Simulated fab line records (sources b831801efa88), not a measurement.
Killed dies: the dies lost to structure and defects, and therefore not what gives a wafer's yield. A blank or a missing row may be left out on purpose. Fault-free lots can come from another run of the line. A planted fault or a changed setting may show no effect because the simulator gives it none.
Which tool was responsible? | flow sky130 | 36 wafers from 12 lots sampled at 5 of the route's 708 steps

WHAT THE GAUGES READ, wafer by wafer
SKY_SONOS_ONO_CD_MEAS_13 targets a cd of 410 nm.
lot  | measured     | on        | cd-nm (nm)
L606 | day 13 10:08 | cd-sem-01 | 407.0 411.7 407.6
L605 | day 13 13:51 | cd-sem-01 | 409.8 412.0 409.2
L604 | day 13 15:35 | cd-sem-02 | 409.8 408.7 406.9
L609 | day 15 15:50 | cd-sem-02 | 412.2 412.9 412.3
L611 | day 15 17:40 | cd-sem-02 | 412.7 410.4 410.8
L612 | day 15 17:58 | cd-sem-02 | 410.7 408.3 410.2
L614 | day 15 21:29 | cd-sem-01 | 411.6 414.0 412.5
L615 | day 16 05:03 | cd-sem-02 | 411.7 412.7 410.7
L623 | day 19 10:57 | cd-sem-01 | 410.8 410.4 409.3
L624 | day 19 18:19 | cd-sem-02 | 410.9 411.5 409.0
L625 | day 20 03:27 | cd-sem-02 | 409.7 408.5 410.8
L626 | day 20 10:40 | cd-sem-02 | 408.1 408.2 407.5

SKY_SD_P_OVL_MEAS_08.
lot  | measured     | on         | SD_P_OVL (nm)
L606 | day 26 16:49 | overlay-01 | -0.4 -1.9 -1.8
L605 | day 26 14:35 | overlay-01 | -0.6 -0.4 -0.4
L604 | day 26 13:21 | overlay-01 | 2.0 0.8 0.9
L609 | day 28 18:10 | overlay-02 | -3.6 -3.3 -2.2
L611 | day 28 20:46 | overlay-02 | 0.3 0.9 2.4
L612 | day 28 21:04 | overlay-02 | 1.2 1.7 1.8
L614 | day 29 05:50 | overlay-01 | -2.0 -1.3 0.1
L615 | day 29 08:37 | overlay-01 | -2.2 -0.9 -2.3
L623 | day 32 07:10 | overlay-02 | -56.3 -58.3 -56.8
L624 | day 32 08:46 | overlay-02 | 0.8 0.5 -1.7
L625 | day 32 19:38 | overlay-02 | -56.4 -57.9 -57.1
L626 | day 33 00:41 | overlay-02 | 0.5 1.0 1.4

TOOL THAT RAN EACH LOT (tool first, then ch and the chambers of the sampled wafers, then the start)
lot  | SKY_LDD_LDN_STRIP_12                 | SKY_POLY_CUT_ETCH_10               | SKY_SD_P_EXPOSE_04
L606 | plasma-asher-03 ch 0,1, day 24 04:05 | rie-diel-03 ch 0,1,2, day 25 12:02 | iline-stepper-02 ch 0, day 26 03:17
L605 | plasma-asher-02 ch 0,1, day 24 01:55 | rie-diel-02 ch 1,2,3, day 25 09:04 | iline-stepper-01 ch 0, day 26 00:44
L604 | plasma-asher-01 ch 0,1, day 24 01:20 | rie-diel-03 ch 0,1,2, day 25 08:19 | iline-stepper-02 ch 0, day 25 23:46
L609 | plasma-asher-02 ch 0,1, day 26 05:57 | rie-diel-04 ch 0,2,3, day 27 14:07 | iline-stepper-02 ch 0, day 28 04:21
L611 | plasma-asher-03 ch 0,1, day 26 07:31 | rie-diel-04 ch 1,2,3, day 27 15:19 | iline-stepper-01 ch 0, day 28 06:11
L612 | plasma-asher-02 ch 0,1, day 26 07:49 | rie-diel-03 ch 0,1,2, day 27 15:19 | iline-stepper-02 ch 0, day 28 06:35
L614 | plasma-asher-01 ch 0,1, day 26 17:59 | rie-diel-04 ch 0,1,2, day 28 00:52 | iline-stepper-02 ch 0, day 28 15:08
L615 | plasma-asher-01 ch 0,1, day 26 22:13 | rie-diel-03 ch 0,1,2, day 28 04:25 | iline-stepper-02 ch 0, day 28 18:35
L623 | plasma-asher-03 ch 0,1, day 29 21:17 | rie-diel-02 ch 0,1,2, day 31 03:07 | iline-stepper-01 ch 0, day 31 17:13
L624 | plasma-asher-02 ch 0,1, day 29 23:05 | rie-diel-03 ch 0,1, day 31 05:58   | iline-stepper-02 ch 0, day 31 19:37
L625 | plasma-asher-01 ch 1, day 30 11:26   | rie-diel-03 ch 0,2,3, day 31 16:46 | iline-stepper-01 ch 0, day 32 07:08
L626 | plasma-asher-01 ch 0,1, day 30 18:25 | rie-diel-02 ch 0,1, day 31 22:55   | iline-stepper-02 ch 0, day 32 12:14
- SKY_LDD_LDN_STRIP_12: strips in O2/N2.
- SKY_POLY_CUT_ETCH_10: etches BARC in N2/H2, stops on SiO2, time 45.9 s, target depth 60 nm.
- SKY_SD_P_EXPOSE_04: exposes mask PSDM, target cd 380 nm.

WHAT THE TOOLS THEMSELVES READ (means of the sampled wafers that have a number; where no wafer has one, the mark that the record gives instead)
SKY_LDD_LDN_STRIP_12.
lot  | tool            | drypump-motor-current-A (A) | oes-product-au (a.u.) | strip-time-to-endpoint-s (s)
L606 | plasma-asher-03 | 5.59                        | 0.715                 | 14.18
L605 | plasma-asher-02 | 5.66                        | 0.714                 | 14.23
L604 | plasma-asher-01 | 6.07                        | 0.715                 | 14.20
L609 | plasma-asher-02 | 5.71                        | 0.717                 | 14.19
L611 | plasma-asher-03 | 5.56                        | 0.716                 | 14.16
L612 | plasma-asher-02 | 5.72                        | 0.720                 | 14.12
L614 | plasma-asher-01 | 6.05                        | 0.715                 | 14.19
L615 | plasma-asher-01 | 6.07                        | 0.717                 | 14.14
L623 | plasma-asher-03 | 5.57                        | 0.715                 | 14.18
L624 | plasma-asher-02 | 5.73                        | 0.712                 | 14.13
L625 | plasma-asher-01 | 6.30                        | 0.716                 | 14.14
L626 | plasma-asher-01 | 6.08                        | 0.713                 | 14.17

SKY_POLY_CUT_ETCH_10.
lot  | tool        | bias-w (W) | drypump-motor-current-A (A) | oes-product-au (a.u.) | throttle-valve-pct (%)
L606 | rie-diel-03 | 100.0      | 5.8                         | 0.853                 | 13.225
L605 | rie-diel-02 | 100.1      | 5.9                         | 0.852                 | 13.222
L604 | rie-diel-03 | 99.7       | 5.8                         | 0.853                 | 13.226
L609 | rie-diel-04 | 100.0      | 5.9                         | 0.852                 | 13.223
L611 | rie-diel-04 | 100.2      | 5.4                         | 0.856                 | 13.231
L612 | rie-diel-03 | 99.9       | 5.8                         | 0.851                 | 13.225
L614 | rie-diel-04 | 100.0      | 5.5                         | 0.858                 | 13.230
L615 | rie-diel-03 | 99.8       | 5.8                         | 0.859                 | 13.223
L623 | rie-diel-02 | 100.0      | 5.9                         | 0.852                 | 13.226
L624 | rie-diel-03 | 100.2      | 6.1                         | 0.852                 | 13.228
L625 | rie-diel-03 | 99.9       | 5.5                         | 0.856                 | 13.221
L626 | rie-diel-02 | 100.0      | 5.5                         | 0.857                 | 13.229

THE ANSWER, worked out from the rows above alone
Rule: the usual values come from the lots themselves. Put in order of their means at a reading, lots are off if they are a third of the lots or fewer, leave a main group of 4 or more, and stand apart from it by a gap of 3 or more times the standard deviation of the main group's means; of several such gaps the widest counts. A main group whose means are all the same, to the digits that the tables above print for the reading, isn't used. Also off: a lot with no number at a reading for which 4 or more lots have one. Any other lot the step has rows for is counted as sound. Order of review: gauges by route order, followed by the tools' own readings, for which a lot's mean as printed above is used. The first step at which some lot is off is used, and at that step the reading that is off furthest; a lot without a number counts as furthest.
Off: at SKY_SD_P_OVL_MEAS_08 (SD_P_OVL), L623, L625. The main group: mean -0.3 nm, standard deviation 1.5.
If a tool, at a process step before that reading, ran all the lots that are off and no sound lot after the first of them, it fits. Gauges at SKY_SD_P_OVL_MEAS_08: tried the same way as those tools. One candidate fits, namely iline-stepper-01 at SKY_SD_P_EXPOSE_04. Its last sound lot is L611 (day 28 06:11), its first lot that is off L623 (day 31 17:13): a fault that began between those two fits.

WHAT THE SIMULATOR PUT IN
Scanner matching overlay: iline-stepper-01, from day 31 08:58 on, at SKY_SD_P_EXPOSE_04. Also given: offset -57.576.
Lots struck among those shown: L623, L625. This agrees with what the rule above found.
